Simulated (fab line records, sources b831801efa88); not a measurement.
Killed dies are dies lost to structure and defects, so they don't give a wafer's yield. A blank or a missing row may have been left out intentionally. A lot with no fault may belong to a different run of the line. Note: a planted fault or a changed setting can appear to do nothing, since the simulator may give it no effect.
A lot that was struck, set against a sound lot    flow gf180mcu    15 out of 602 route steps
Sound: these wafers, L945.2, L945.4, L945.5. Wafers struck: L958.4, L958.5, L958.6. The cause is given at the end.
Per side, at each step with rows, come the tool, then ch with its chambers, and then its first start. Under that, the readings that differ: sound wafers    struck wafers    difference of the means    sigmas: that difference in standard deviations of wafers without a fault.
alike: same words and numbers on both sides, and readings whose means sit less than 2 such deviations apart. not compared: any withheld reading, any reading some wafer has no value for, any bound like >300 that may hide the same value, and any number with overlapping values for which the record gives no deviation.
Wherever a step has rows on one side only, a row that says differs or no value, or a row with sigmas, the two part there. Non-overlapping numbers with no deviation appear without sigmas and do not part them. A reading that every wafer of one side lacks parts them only if that side has two wafers or more.

first, 4 steps without rows for these wafers: GF_V5_SOFTBAKE_10 (time 60 s); GF_V5_EXPOSE_11 (exposes mask Via5, target cd 260 nm); GF_V5_PEB_12 (peb time 90 s); GF_V5_DEVELOP_13 (develop time 60 s).
GF_V5_CD_MEAS_14 targets a cd of 260 nm.
  struck on cdSem-01, day 31 06:43; sound on cdSem-01, day 26 23:56
  alike: cdNm
GF_V5_OVL_MEAS_15:
  struck on overlay-01, day 31 06:47; sound on overlay-02, day 27 00:02
  alike: V5_OVL
GF_V5_ETCH_16: etches BARC in N2/H2.
  sound on rieDiel-01 ch 2,3, day 27 00:04; struck on rieDiel-01 ch 1,2,3, day 31 06:49
  alike: drypumpMotorCurrentA, oesProductAu, throttleValvePct
GF_V5_ETCH_17: etches SiO2 in C4F8/O2/Ar, stops on TiN, target depth 855 nm.
  sound on rieDiel-01 ch 2,3; struck on rieDiel-01 ch 1,2,3
  alike: oesProductAu
GF_V5_STRIP_18: strips in O2/N2.
  sound on plasmaAsher-03 ch 0,1, day 27 00:13; struck on plasmaAsher-02 ch 0,1, day 31 06:59
  alike: drypumpMotorCurrentA, heaterPowerW, oesProductAu
  not compared: rfHoursCounterH
then, 2 steps without rows for these wafers: GF_V5_STRIP_19 (strips in post etch residue remover, time 1200 s); GF_V5_CLEAN_20 (cleans in DIW).
GF_V5_SPUTTER_21: material Ti, target thk 15 nm, time 80.02 s.
  struck on pvdSputter-02, day 31 07:30; sound on pvdSputter-03, day 27 00:45
reading               sound           struck          difference  sigmas
throttleValvePct (%)  31.3 31.5 31.0  30.0 29.6 27.4  -2.3        -2
  alike: cathodeDcPowerW, chamberPressurePa
GF_V5_SPUTTER_22: material TiN, target thk 10 nm, time 40 s.
  struck on pvdSputter-02, day 31 07:34; sound on pvdSputter-03, day 27 00:49
  no value came back on the struck wafers for cathodeDcPowerW (W), chamberPressurePa (Pa), throttleValvePct (%); on the sound wafers cathodeDcPowerW (W) reads 4000.5 4000.3 4001.0
GF_V5_CVD_23: deposits W, target thk 350 nm, time 104.9 s.
  sound on cvdW-02 ch 0,1, day 27 00:51; struck on cvdW-01 ch 0,1, day 31 07:38
  alike: chamberPressureTorr, heaterPowerOuterW, heaterPowerW
GF_PASSIVATION_PROBE_99:
  record: rows for the struck wafers here (prober-02, day 32 21:50), none for the sound ones

WHERE THEY PART
At GF_V5_SPUTTER_21 first; at GF_PASSIVATION_PROBE_99 last (within this record only).

WHY: whatever the simulator had introduced
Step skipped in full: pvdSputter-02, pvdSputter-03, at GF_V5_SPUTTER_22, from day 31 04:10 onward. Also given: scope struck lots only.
